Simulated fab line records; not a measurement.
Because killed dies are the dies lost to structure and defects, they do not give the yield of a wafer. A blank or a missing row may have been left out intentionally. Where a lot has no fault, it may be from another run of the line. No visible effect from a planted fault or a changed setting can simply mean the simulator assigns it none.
fab line records || flow gf180mcu
record: {"lots": 5, "wafers": 15, "last_day": 34}
route steps=602 shown MVPSD@84 VT_IMPLANT@90
lots that met no fault: from a run of the same line without faults
start_h: start of the lot's first displayed wafer, in hours after the record's first day || wait_h: hours elapsed since this lot's preceding step || " as in the row above || L1.1+2: a single row standing in for several wafers || - value missing, or start not given || * or withheld: withheld || < > ~ a bound
route shown NAME@n: NAME is a module with steps in the file, n the number in the route of the first one || usual: the fault-free wafers' mean and standard deviation || same: alike in all rows || chamber/n: place in a boat || sites: per-site readings || _std_site: how widely they spread, as a standard deviation || _edge_site: outer sites' mean less inner sites' || radius_mm: for every site, how far away it sits from the centre of the wafer || mask NAME#n: copy n || behind: tool/chamber where the wafer was last shaped || hold: what put the lot on hold/how long, in hours/how the hold closed || device: whichever transistor did not switch (one of n, p or np) || end of line: the tests these same wafers got at the end of their route || step lacking rows: just its recipe || killed: the dies lost at the first sort to structure and to defects; this is not the yield of the wafer || map: dies across one wafer; x = killed, . = not, _ = none there
set.NAME: the run value of the setting; set.NAME@STEP: its run value at that earlier step || model.NAME: the simulator's own value behind a step, which no gauge read
lots at selected steps of the route; one table per step, one row per wafer
services: when a tool's chamber went out of use (start_h, in hours from the record's first day, below 0 if earlier), for how many hours, and the reason
== steps ==
step: GF_MVPSD_DEVELOP_06
recipe: {"wall_angle_deg": 90, "develop_time_s": 60, "dev_temp_c": 23}
{"lot.wafer": "L074.3+5+6", "tool": "litho_track-02", "chamber": 0, "start_h": "-", "wait_h": "-"}
{"lot.wafer": "L076.1+2+4", "tool": "litho_track-01", "chamber": 0, "start_h": "-", "wait_h": "-"}
{"lot.wafer": "L086.1+3+5", "tool": "litho_track-02", "chamber": 0, "start_h": "-", "wait_h": "-"}
{"lot.wafer": "L095.1+3+4", "tool": "litho_track-03", "chamber": 0, "start_h": "-", "wait_h": "-"}
{"lot.wafer": "L097.1+2+3", "tool": "litho_track-02", "chamber": 0, "start_h": "-", "wait_h": "-"}
step: GF_MVPSD_OVL_MEAS_07
usual: {"MVPSD_OVL": "-0.8/1.3"}
{"lot.wafer": "L074.3", "tool": "overlay-01", "chamber": "-", "start_h": 98.74, "wait_h": "-", "MVPSD_OVL[nm]": 1.9}
{"lot.wafer": "L074.5", "tool": "overlay-01", "chamber": "-", "start_h": 98.74, "wait_h": "-", "MVPSD_OVL[nm]": -2.5}
{"lot.wafer": "L074.6", "tool": "overlay-01", "chamber": "-", "start_h": 98.74, "wait_h": "-", "MVPSD_OVL[nm]": -1.8}
{"lot.wafer": "L076.1", "tool": "overlay-01", "chamber": "-", "start_h": 108.49, "wait_h": "-", "MVPSD_OVL[nm]": -2.5}
{"lot.wafer": "L076.2", "tool": "overlay-01", "chamber": "-", "start_h": 108.49, "wait_h": "-", "MVPSD_OVL[nm]": -1.2}
{"lot.wafer": "L076.4", "tool": "overlay-01", "chamber": "-", "start_h": 108.49, "wait_h": "-", "MVPSD_OVL[nm]": -1.6}
{"lot.wafer": "L086.1", "tool": "overlay-01", "chamber": "-", "start_h": 170.63, "wait_h": "-", "MVPSD_OVL[nm]": 0.0}
{"lot.wafer": "L086.3", "tool": "overlay-01", "chamber": "-", "start_h": 170.63, "wait_h": "-", "MVPSD_OVL[nm]": -2.0}
{"lot.wafer": "L086.5", "tool": "overlay-01", "chamber": "-", "start_h": 170.63, "wait_h": "-", "MVPSD_OVL[nm]": -2.0}
{"lot.wafer": "L095.1", "tool": "overlay-01", "chamber": "-", "start_h": 220.89, "wait_h": "-", "MVPSD_OVL[nm]": -2.6}
{"lot.wafer": "L095.3", "tool": "overlay-01", "chamber": "-", "start_h": 220.89, "wait_h": "-", "MVPSD_OVL[nm]": -2.6}
{"lot.wafer": "L095.4", "tool": "overlay-01", "chamber": "-", "start_h": 220.89, "wait_h": "-", "MVPSD_OVL[nm]": -0.9}
{"lot.wafer": "L097.1", "tool": "overlay-01", "chamber": "-", "start_h": 231.23, "wait_h": "-", "MVPSD_OVL[nm]": -0.4}
{"lot.wafer": "L097.2", "tool": "overlay-01", "chamber": "-", "start_h": 231.23, "wait_h": "-", "MVPSD_OVL[nm]": -0.3}
{"lot.wafer": "L097.3", "tool": "overlay-01", "chamber": "-", "start_h": 231.23, "wait_h": "-", "MVPSD_OVL[nm]": -2.2}
step: GF_MVPSD_IMPLANT_08
recipe: {"species": "B", "energy_kev": 170, "dose_cm2": 1.5e+13, "tilt_deg": 0}
usual: {"end_station_pressure_torr": "5.07e-06/2.3e-07"}
{"lot.wafer": "L074.3", "tool": "implanter-01", "chamber": 0, "start_h": 98.82, "wait_h": 0.1, "end_station_pressure_torr": 4.93e-06}
{"lot.wafer": "L074.5", "tool": "implanter-01", "chamber": 0, "start_h": 98.82, "wait_h": 0.1, "end_station_pressure_torr": 4.93e-06}
{"lot.wafer": "L074.6", "tool": "implanter-01", "chamber": 0, "start_h": 98.82, "wait_h": 0.1, "end_station_pressure_torr": 5.48e-06}
{"lot.wafer": "L076.1", "tool": "implanter-03", "chamber": 0, "start_h": 108.52, "wait_h": 0.0, "end_station_pressure_torr": 4.61e-06}
{"lot.wafer": "L076.2", "tool": "implanter-03", "chamber": 0, "start_h": 108.52, "wait_h": 0.0, "end_station_pressure_torr": 5.14e-06}
{"lot.wafer": "L076.4", "tool": "implanter-03", "chamber": 0, "start_h": 108.52, "wait_h": 0.0, "end_station_pressure_torr": 4.92e-06}
{"lot.wafer": "L086.1", "tool": "implanter-04", "chamber": 0, "start_h": 170.67, "wait_h": 0.0, "end_station_pressure_torr": 4.88e-06}
{"lot.wafer": "L086.3", "tool": "implanter-04", "chamber": 0, "start_h": 170.67, "wait_h": 0.0, "end_station_pressure_torr": 5.12e-06}
{"lot.wafer": "L086.5", "tool": "implanter-04", "chamber": 0, "start_h": 170.67, "wait_h": 0.0, "end_station_pressure_torr": 4.67e-06}
{"lot.wafer": "L095.1", "tool": "implanter-01", "chamber": 0, "start_h": 220.93, "wait_h": 0.0, "end_station_pressure_torr": 4.86e-06}
{"lot.wafer": "L095.3", "tool": "implanter-01", "chamber": 0, "start_h": 220.93, "wait_h": 0.0, "end_station_pressure_torr": 5.14e-06}
{"lot.wafer": "L095.4", "tool": "implanter-01", "chamber": 0, "start_h": 220.93, "wait_h": 0.0, "end_station_pressure_torr": 4.89e-06}
{"lot.wafer": "L097.1", "tool": "implanter-01", "chamber": 0, "start_h": 231.27, "wait_h": 0.0, "end_station_pressure_torr": 4.6e-06}
{"lot.wafer": "L097.2", "tool": "implanter-01", "chamber": 0, "start_h": 231.27, "wait_h": 0.0, "end_station_pressure_torr": 4.96e-06}
{"lot.wafer": "L097.3", "tool": "implanter-01", "chamber": 0, "start_h": 231.27, "wait_h": 0.0, "end_station_pressure_torr": 5.06e-06}
step: GF_MVPSD_IMPLANT_09
recipe: {"species": "B", "energy_kev": 40, "dose_cm2": 5e+12, "tilt_deg": 0}
usual: {"end_station_pressure_torr": "5e-06/2.8e-07"}
{"lot.wafer": "L074.3", "tool": "implanter-01", "chamber": 0, "start_h": 98.97, "wait_h": 0.1, "end_station_pressure_torr": 4.83e-06}
{"lot.wafer": "L074.5", "tool": "implanter-01", "chamber": 0, "start_h": 98.97, "wait_h": 0.1, "end_station_pressure_torr": 5.23e-06}
{"lot.wafer": "L074.6", "tool": "implanter-01", "chamber": 0, "start_h": 98.97, "wait_h": 0.1, "end_station_pressure_torr": 5.31e-06}
{"lot.wafer": "L076.1", "tool": "implanter-03", "chamber": 0, "start_h": 108.67, "wait_h": 0.1, "end_station_pressure_torr": 5.28e-06}
{"lot.wafer": "L076.2", "tool": "implanter-03", "chamber": 0, "start_h": 108.67, "wait_h": 0.1, "end_station_pressure_torr": 5.14e-06}
{"lot.wafer": "L076.4", "tool": "implanter-03", "chamber": 0, "start_h": 108.67, "wait_h": 0.1, "end_station_pressure_torr": 4.89e-06}
{"lot.wafer": "L086.1", "tool": "implanter-04", "chamber": 0, "start_h": 170.82, "wait_h": 0.1, "end_station_pressure_torr": 5.43e-06}
{"lot.wafer": "L086.3", "tool": "implanter-04", "chamber": 0, "start_h": 170.82, "wait_h": 0.1, "end_station_pressure_torr": 5.27e-06}
{"lot.wafer": "L086.5", "tool": "implanter-04", "chamber": 0, "start_h": 170.82, "wait_h": 0.1, "end_station_pressure_torr": 4.93e-06}
{"lot.wafer": "L095.1", "tool": "implanter-01", "chamber": 0, "start_h": 221.08, "wait_h": 0.1, "end_station_pressure_torr": 4.43e-06}
{"lot.wafer": "L095.3", "tool": "implanter-01", "chamber": 0, "start_h": 221.08, "wait_h": 0.1, "end_station_pressure_torr": 5.1e-06}
{"lot.wafer": "L095.4", "tool": "implanter-01", "chamber": 0, "start_h": 221.08, "wait_h": 0.1, "end_station_pressure_torr": 5.07e-06}
{"lot.wafer": "L097.1", "tool": "implanter-01", "chamber": 0, "start_h": 231.42, "wait_h": 0.1, "end_station_pressure_torr": 4.66e-06}
{"lot.wafer": "L097.2", "tool": "implanter-01", "chamber": 0, "start_h": 231.42, "wait_h": 0.1, "end_station_pressure_torr": 5.15e-06}
{"lot.wafer": "L097.3", "tool": "implanter-01", "chamber": 0, "start_h": 231.42, "wait_h": 0.1, "end_station_pressure_torr": 4.39e-06}
step: GF_MVPSD_STRIP_10
recipe: {"chemistry": "O2/N2", "power_w": 1400, "pressure_mtorr": 1500, "platen_temp_c": 250, "o2_flow_sccm": 3000, "n2_flow_sccm": 300, "overash_fraction": 0.5}
usual: {"drypump_motor_current_A": "5.8/0.49", "heater_power_w": "342/16", "oes_product_au": "0.722/0.0045", "strip_time_to_endpoint_s": "36.99/0.11"}
{"lot.wafer": "L074.3", "tool": "plasma_asher-01", "chamber": 0, "start_h": 99.10, "wait_h": 0.1, "drypump_motor_current_A": 5.6, "heater_power_w": 333, "oes_product_au": 0.720, "rf_hours_counter_h": "-", "strip_time_to_endpoint_s": 36.92}
{"lot.wafer": "L074.5", "tool": "plasma_asher-01", "chamber": 0, "start_h": 99.10, "wait_h": 0.1, "drypump_motor_current_A": 5.6, "heater_power_w": 342, "oes_product_au": 0.718, "rf_hours_counter_h": "-", "strip_time_to_endpoint_s": 37.02}
{"lot.wafer": "L074.6", "tool": "plasma_asher-01", "chamber": 1, "start_h": 99.10, "wait_h": 0.1, "drypump_motor_current_A": 5.0, "heater_power_w": 337, "oes_product_au": 0.722, "rf_hours_counter_h": "-", "strip_time_to_endpoint_s": 36.98}
{"lot.wafer": "L076.1", "tool": "plasma_asher-04", "chamber": 1, "start_h": 108.82, "wait_h": 0.1, "drypump_motor_current_A": 5.9, "heater_power_w": 342, "oes_product_au": 0.724, "rf_hours_counter_h": 34, "strip_time_to_endpoint_s": 36.94}
{"lot.wafer": "L076.2", "tool": "plasma_asher-04", "chamber": 0, "start_h": 108.82, "wait_h": 0.1, "drypump_motor_current_A": 6.3, "heater_power_w": 356, "oes_product_au": 0.715, "rf_hours_counter_h": 34, "strip_time_to_endpoint_s": 37.20}
{"lot.wafer": "L076.4", "tool": "plasma_asher-04", "chamber": 0, "start_h": 108.82, "wait_h": 0.1, "drypump_motor_current_A": 6.3, "heater_power_w": 344, "oes_product_au": 0.723, "rf_hours_counter_h": "-", "strip_time_to_endpoint_s": 36.98}
{"lot.wafer": "L086.1", "tool": "plasma_asher-02", "chamber": 1, "start_h": 170.97, "wait_h": 0.1, "drypump_motor_current_A": 6.6, "heater_power_w": 359, "oes_product_au": 0.725, "rf_hours_counter_h": 43, "strip_time_to_endpoint_s": 36.92}
{"lot.wafer": "L086.3", "tool": "plasma_asher-02", "chamber": 1, "start_h": 170.97, "wait_h": 0.1, "drypump_motor_current_A": 6.6, "heater_power_w": 366, "oes_product_au": 0.729, "rf_hours_counter_h": "-", "strip_time_to_endpoint_s": 36.99}
{"lot.wafer": "L086.5", "tool": "plasma_asher-02", "chamber": 1, "start_h": 170.97, "wait_h": 0.1, "drypump_motor_current_A": 6.6, "heater_power_w": 369, "oes_product_au": 0.717, "rf_hours_counter_h": "-", "strip_time_to_endpoint_s": 36.98}
{"lot.wafer": "L095.1", "tool": "plasma_asher-04", "chamber": 1, "start_h": 221.23, "wait_h": 0.1, "drypump_motor_current_A": 5.9, "heater_power_w": 337, "oes_product_au": 0.722, "rf_hours_counter_h": 47, "strip_time_to_endpoint_s": 36.93}
{"lot.wafer": "L095.3", "tool": "plasma_asher-04", "chamber": 1, "start_h": 221.23, "wait_h": 0.1, "drypump_motor_current_A": 5.9, "heater_power_w": 337, "oes_product_au": 0.720, "rf_hours_counter_h": "-", "strip_time_to_endpoint_s": 36.99}
{"lot.wafer": "L095.4", "tool": "plasma_asher-04", "chamber": 0, "start_h": 221.23, "wait_h": 0.1, "drypump_motor_current_A": 6.3, "heater_power_w": 350, "oes_product_au": 0.724, "rf_hours_counter_h": "-", "strip_time_to_endpoint_s": 37.04}
{"lot.wafer": "L097.1", "tool": "plasma_asher-01", "chamber": 0, "start_h": 231.57, "wait_h": 0.1, "drypump_motor_current_A": 5.6, "heater_power_w": 337, "oes_product_au": 0.738, "rf_hours_counter_h": 60, "strip_time_to_endpoint_s": 36.99}
{"lot.wafer": "L097.2", "tool": "plasma_asher-01", "chamber": 1, "start_h": 231.57, "wait_h": 0.1, "drypump_motor_current_A": 5.0, "heater_power_w": 347, "oes_product_au": 0.719, "rf_hours_counter_h": 60, "strip_time_to_endpoint_s": 36.88}
{"lot.wafer": "L097.3", "tool": "plasma_asher-01", "chamber": 1, "start_h": 231.57, "wait_h": 0.1, "drypump_motor_current_A": 5.0, "heater_power_w": 351, "oes_product_au": 0.724, "rf_hours_counter_h": "-", "strip_time_to_endpoint_s": 36.78}
step: GF_MVPSD_TW_MEAS_11
usual: {"MVPSD_TW": "549/4.5"}
{"lot.wafer": "L074.3", "tool": "film_metro-02", "chamber": "-", "start_h": 99.19, "wait_h": 0.1, "MVPSD_TW": 551}
{"lot.wafer": "L074.5", "tool": "film_metro-02", "chamber": "-", "start_h": 99.19, "wait_h": 0.1, "MVPSD_TW": 550}
{"lot.wafer": "L074.6", "tool": "film_metro-02", "chamber": "-", "start_h": 99.19, "wait_h": 0.1, "MVPSD_TW": 554}
{"lot.wafer": "L076.1", "tool": "film_metro-02", "chamber": "-", "start_h": 108.92, "wait_h": 0.1, "MVPSD_TW": 553}
{"lot.wafer": "L076.2", "tool": "film_metro-02", "chamber": "-", "start_h": 108.92, "wait_h": 0.1, "MVPSD_TW": 546}
{"lot.wafer": "L076.4", "tool": "film_metro-02", "chamber": "-", "start_h": 108.92, "wait_h": 0.1, "MVPSD_TW": 550}
{"lot.wafer": "L086.1", "tool": "film_metro-04", "chamber": "-", "start_h": 171.07, "wait_h": 0.1, "MVPSD_TW": 543}
{"lot.wafer": "L086.3", "tool": "film_metro-04", "chamber": "-", "start_h": 171.07, "wait_h": 0.1, "MVPSD_TW": 540}
{"lot.wafer": "L086.5", "tool": "film_metro-04", "chamber": "-", "start_h": 171.07, "wait_h": 0.1, "MVPSD_TW": 547}
{"lot.wafer": "L095.1", "tool": "film_metro-04", "chamber": "-", "start_h": 221.33, "wait_h": 0.1, "MVPSD_TW": 540}
{"lot.wafer": "L095.3", "tool": "film_metro-04", "chamber": "-", "start_h": 221.33, "wait_h": 0.1, "MVPSD_TW": 543}
{"lot.wafer": "L095.4", "tool": "film_metro-04", "chamber": "-", "start_h": 221.33, "wait_h": 0.1, "MVPSD_TW": 546}
{"lot.wafer": "L097.1", "tool": "film_metro-04", "chamber": "-", "start_h": 231.70, "wait_h": 0.1, "MVPSD_TW": 546}
{"lot.wafer": "L097.2", "tool": "film_metro-04", "chamber": "-", "start_h": 231.70, "wait_h": 0.1, "MVPSD_TW": 547}
{"lot.wafer": "L097.3", "tool": "film_metro-04", "chamber": "-", "start_h": 231.70, "wait_h": 0.1, "MVPSD_TW": 546}
step: GF_VT_IMPLANT_DEHYDRATE_00
recipe: {"temp_c": 200, "time_s": 60}
{"lot.wafer": "L074.3+5+6", "tool": "litho_track-04", "chamber": 0, "start_h": 105.57, "wait_h": 6.4}
{"lot.wafer": "L076.1+2+4", "tool": "litho_track-02", "chamber": 0, "start_h": 115.63, "wait_h": 6.7}
{"lot.wafer": "L086.1+3+5", "tool": "litho_track-02", "chamber": 0, "start_h": 178.88, "wait_h": 7.8}
{"lot.wafer": "L095.1+3+4", "tool": "litho_track-01", "chamber": 0, "start_h": 229.53, "wait_h": 8.2}
{"lot.wafer": "L097.1+2+3", "tool": "litho_track-04", "chamber": 0, "start_h": 239.12, "wait_h": 7.4}
step: GF_VT_IMPLANT_HMDS_01
recipe: {"prime_time_s": 60, "prime_temp_c": 120}
usual: {"prime_temp_c": "120.03/0.13"}
{"lot.wafer": "L074.3", "tool": "litho_track-04", "chamber": 0, "start_h": 105.72, "wait_h": 0.1, "prime_temp_c": 120.09}
{"lot.wafer": "L074.5", "tool": "litho_track-04", "chamber": 0, "start_h": 105.72, "wait_h": 0.1, "prime_temp_c": 120.14}
{"lot.wafer": "L074.6", "tool": "litho_track-04", "chamber": 0, "start_h": 105.72, "wait_h": 0.1, "prime_temp_c": 119.94}
{"lot.wafer": "L076.1", "tool": "litho_track-02", "chamber": 0, "start_h": 115.78, "wait_h": 0.1, "prime_temp_c": 119.99}
{"lot.wafer": "L076.2", "tool": "litho_track-02", "chamber": 0, "start_h": 115.78, "wait_h": 0.1, "prime_temp_c": 120.01}
{"lot.wafer": "L076.4", "tool": "litho_track-02", "chamber": 0, "start_h": 115.78, "wait_h": 0.1, "prime_temp_c": 119.92}
{"lot.wafer": "L086.1", "tool": "litho_track-02", "chamber": 0, "start_h": 179.03, "wait_h": 0.1, "prime_temp_c": 120.07}
{"lot.wafer": "L086.3", "tool": "litho_track-02", "chamber": 0, "start_h": 179.03, "wait_h": 0.1, "prime_temp_c": 119.95}
{"lot.wafer": "L086.5", "tool": "litho_track-02", "chamber": 0, "start_h": 179.03, "wait_h": 0.1, "prime_temp_c": 119.96}
{"lot.wafer": "L095.1", "tool": "litho_track-01", "chamber": 0, "start_h": 229.68, "wait_h": 0.1, "prime_temp_c": 120.28}
{"lot.wafer": "L095.3", "tool": "litho_track-01", "chamber": 0, "start_h": 229.68, "wait_h": 0.1, "prime_temp_c": 120.08}
{"lot.wafer": "L095.4", "tool": "litho_track-01", "chamber": 0, "start_h": 229.68, "wait_h": 0.1, "prime_temp_c": 120.06}
{"lot.wafer": "L097.1", "tool": "litho_track-04", "chamber": 0, "start_h": 239.27, "wait_h": 0.1, "prime_temp_c": 119.85}
{"lot.wafer": "L097.2", "tool": "litho_track-04", "chamber": 0, "start_h": 239.27, "wait_h": 0.1, "prime_temp_c": 119.70}
{"lot.wafer": "L097.3", "tool": "litho_track-04", "chamber": 0, "start_h": 239.27, "wait_h": 0.1, "prime_temp_c": 120.00}
step: GF_VT_IMPLANT_COAT_02
recipe: {"resist": "NOVOLAK", "spin_rpm": 3000, "resist_thk_nm": 1000}
usual: {"dispense_pressure_kPa": "50.7/2.6"}
{"lot.wafer": "L074.3", "tool": "litho_track-04", "chamber": 0, "start_h": 105.87, "wait_h": 0.1, "dispense_pressure_kPa": 48.0}
{"lot.wafer": "L074.5", "tool": "litho_track-04", "chamber": 0, "start_h": 105.87, "wait_h": 0.1, "dispense_pressure_kPa": 48.0}
{"lot.wafer": "L074.6", "tool": "litho_track-04", "chamber": 0, "start_h": 105.87, "wait_h": 0.1, "dispense_pressure_kPa": 48.0}
{"lot.wafer": "L076.1", "tool": "litho_track-02", "chamber": 0, "start_h": 115.93, "wait_h": 0.1, "dispense_pressure_kPa": 53.8}
{"lot.wafer": "L076.2", "tool": "litho_track-02", "chamber": 0, "start_h": 115.93, "wait_h": 0.1, "dispense_pressure_kPa": 53.8}
{"lot.wafer": "L076.4", "tool": "litho_track-02", "chamber": 0, "start_h": 115.93, "wait_h": 0.1, "dispense_pressure_kPa": 53.8}
{"lot.wafer": "L086.1", "tool": "litho_track-02", "chamber": 0, "start_h": 179.18, "wait_h": 0.1, "dispense_pressure_kPa": 53.8}
{"lot.wafer": "L086.3", "tool": "litho_track-02", "chamber": 0, "start_h": 179.18, "wait_h": 0.1, "dispense_pressure_kPa": 53.9}
{"lot.wafer": "L086.5", "tool": "litho_track-02", "chamber": 0, "start_h": 179.18, "wait_h": 0.1, "dispense_pressure_kPa": 53.8}
{"lot.wafer": "L095.1", "tool": "litho_track-01", "chamber": 0, "start_h": 229.83, "wait_h": 0.1, "dispense_pressure_kPa": 51.1}
{"lot.wafer": "L095.3", "tool": "litho_track-01", "chamber": 0, "start_h": 229.83, "wait_h": 0.1, "dispense_pressure_kPa": 51.1}
{"lot.wafer": "L095.4", "tool": "litho_track-01", "chamber": 0, "start_h": 229.83, "wait_h": 0.1, "dispense_pressure_kPa": 51.1}
{"lot.wafer": "L097.1", "tool": "litho_track-04", "chamber": 0, "start_h": 239.42, "wait_h": 0.1, "dispense_pressure_kPa": 48.1}
{"lot.wafer": "L097.2", "tool": "litho_track-04", "chamber": 0, "start_h": 239.42, "wait_h": 0.1, "dispense_pressure_kPa": 48.0}
{"lot.wafer": "L097.3", "tool": "litho_track-04", "chamber": 0, "start_h": 239.42, "wait_h": 0.1, "dispense_pressure_kPa": 48.1}
step: GF_VT_IMPLANT_SOFTBAKE_03
recipe: {"temp_c": 90, "time_s": 60, "resist": "NOVOLAK"}
{"lot.wafer": "L074.3+5+6", "tool": "litho_track-04", "chamber": 0, "start_h": 106.02, "wait_h": 0.1}
{"lot.wafer": "L076.1+2+4", "tool": "litho_track-02", "chamber": 0, "start_h": 116.08, "wait_h": 0.1}
{"lot.wafer": "L086.1+3+5", "tool": "litho_track-02", "chamber": 0, "start_h": 179.33, "wait_h": 0.1}
{"lot.wafer": "L095.1+3+4", "tool": "litho_track-01", "chamber": 0, "start_h": 229.98, "wait_h": 0.1}
{"lot.wafer": "L097.1+2+3", "tool": "litho_track-04", "chamber": 0, "start_h": 239.57, "wait_h": 0.1}
step: GF_VT_IMPLANT_EXPOSE_04
recipe: {"mask_id": "LVPWELL_LV_AREA", "target_cd_nm": 600, "na": 0.6, "source_shape": "conventional", "sigma_outer": 0.6, "dose_mj": 140}
usual: {"reticle_temp_C": "22.98/0.1"}
same: {"sigma_outer": 0.6}
{"lot.wafer": "L074.3", "tool": "iline_stepper-02", "chamber": 0, "start_h": "-", "wait_h": "-", "mask": "LVPWELL_LV_AREA#0", "reticle_temp_C": 22.97}
{"lot.wafer": "L074.5", "tool": "iline_stepper-02", "chamber": 0, "start_h": "-", "wait_h": "-", "mask": "LVPWELL_LV_AREA#0", "reticle_temp_C": 22.93}
{"lot.wafer": "L074.6", "tool": "iline_stepper-02", "chamber": 0, "start_h": "-", "wait_h": "-", "mask": "LVPWELL_LV_AREA#0", "reticle_temp_C": 23.05}
{"lot.wafer": "L076.1", "tool": "iline_stepper-02", "chamber": 0, "start_h": "-", "wait_h": "-", "mask": "LVPWELL_LV_AREA#0", "reticle_temp_C": 22.93}
{"lot.wafer": "L076.2", "tool": "iline_stepper-02", "chamber": 0, "start_h": "-", "wait_h": "-", "mask": "LVPWELL_LV_AREA#0", "reticle_temp_C": 23.04}
{"lot.wafer": "L076.4", "tool": "iline_stepper-02", "chamber": 0, "start_h": "-", "wait_h": "-", "mask": "LVPWELL_LV_AREA#0", "reticle_temp_C": 22.88}
{"lot.wafer": "L086.1", "tool": "iline_stepper-02", "chamber": 0, "start_h": "-", "wait_h": "-", "mask": "LVPWELL_LV_AREA#0", "reticle_temp_C": 23.21}
{"lot.wafer": "L086.3", "tool": "iline_stepper-02", "chamber": 0, "start_h": "-", "wait_h": "-", "mask": "LVPWELL_LV_AREA#0", "reticle_temp_C": 23.01}
{"lot.wafer": "L086.5", "tool": "iline_stepper-02", "chamber": 0, "start_h": "-", "wait_h": "-", "mask": "LVPWELL_LV_AREA#0", "reticle_temp_C": 23.14}
{"lot.wafer": "L095.1", "tool": "iline_stepper-01", "chamber": 0, "start_h": "-", "wait_h": "-", "mask": "LVPWELL_LV_AREA#0", "reticle_temp_C": 22.80}
{"lot.wafer": "L095.3", "tool": "iline_stepper-01", "chamber": 0, "start_h": "-", "wait_h": "-", "mask": "LVPWELL_LV_AREA#0", "reticle_temp_C": 23.04}
{"lot.wafer": "L095.4", "tool": "iline_stepper-01", "chamber": 0, "start_h": "-", "wait_h": "-", "mask": "LVPWELL_LV_AREA#0", "reticle_temp_C": 23.01}
{"lot.wafer": "L097.1", "tool": "iline_stepper-02", "chamber": 0, "start_h": "-", "wait_h": "-", "mask": "LVPWELL_LV_AREA#0", "reticle_temp_C": 22.68}
{"lot.wafer": "L097.2", "tool": "iline_stepper-02", "chamber": 0, "start_h": "-", "wait_h": "-", "mask": "LVPWELL_LV_AREA#0", "reticle_temp_C": 22.79}
{"lot.wafer": "L097.3", "tool": "iline_stepper-02", "chamber": 0, "start_h": "-", "wait_h": "-", "mask": "LVPWELL_LV_AREA#0", "reticle_temp_C": 22.97}
== services ==
{"tool": "iline_stepper-02", "chamber": 0, "start_h": 90.08, "hours": "-", "kind": "calibration"}
{"tool": "implanter-01", "chamber": "-", "start_h": 94.19, "hours": 1.8, "kind": "repair"}
{"tool": "plasma_asher-01", "chamber": "-", "start_h": 100.49, "hours": 2.2, "kind": "repair"}
{"tool": "iline_stepper-01", "chamber": "-", "start_h": 103.99, "hours": 9.2, "kind": "repair"}
{"tool": "implanter-03", "chamber": "-", "start_h": 123.12, "hours": 0.5, "kind": "repair"}
{"tool": "implanter-03", "chamber": "-", "start_h": 138.68, "hours": 3.2, "kind": "repair"}
{"tool": "litho_track-03", "chamber": "-", "start_h": 150.04, "hours": "-", "kind": "consumable_replace:filter"}
{"tool": "plasma_asher-01", "chamber": "-", "start_h": 154.55, "hours": 9.1, "kind": "repair"}
{"tool": "plasma_asher-01", "chamber": "-", "start_h": 155.44, "hours": 1.6, "kind": "repair"}
{"tool": "implanter-04", "chamber": "-", "start_h": 174.90, "hours": 13.3, "kind": "pm"}
{"tool": "plasma_asher-01", "chamber": "-", "start_h": 184.60, "hours": 17.2, "kind": "pm"}
{"tool": "iline_stepper-01", "chamber": "-", "start_h": 190.89, "hours": 1.7, "kind": "pm"}
{"tool": "implanter-03", "chamber": "-", "start_h": 193.96, "hours": 2.7, "kind": "repair"}
{"tool": "implanter-03", "chamber": "-", "start_h": 213.20, "hours": 2.3, "kind": "repair"}
{"tool": "plasma_asher-01", "chamber": "-", "start_h": 227.02, "hours": 2.8, "kind": "pm"}
== key ==
fault none
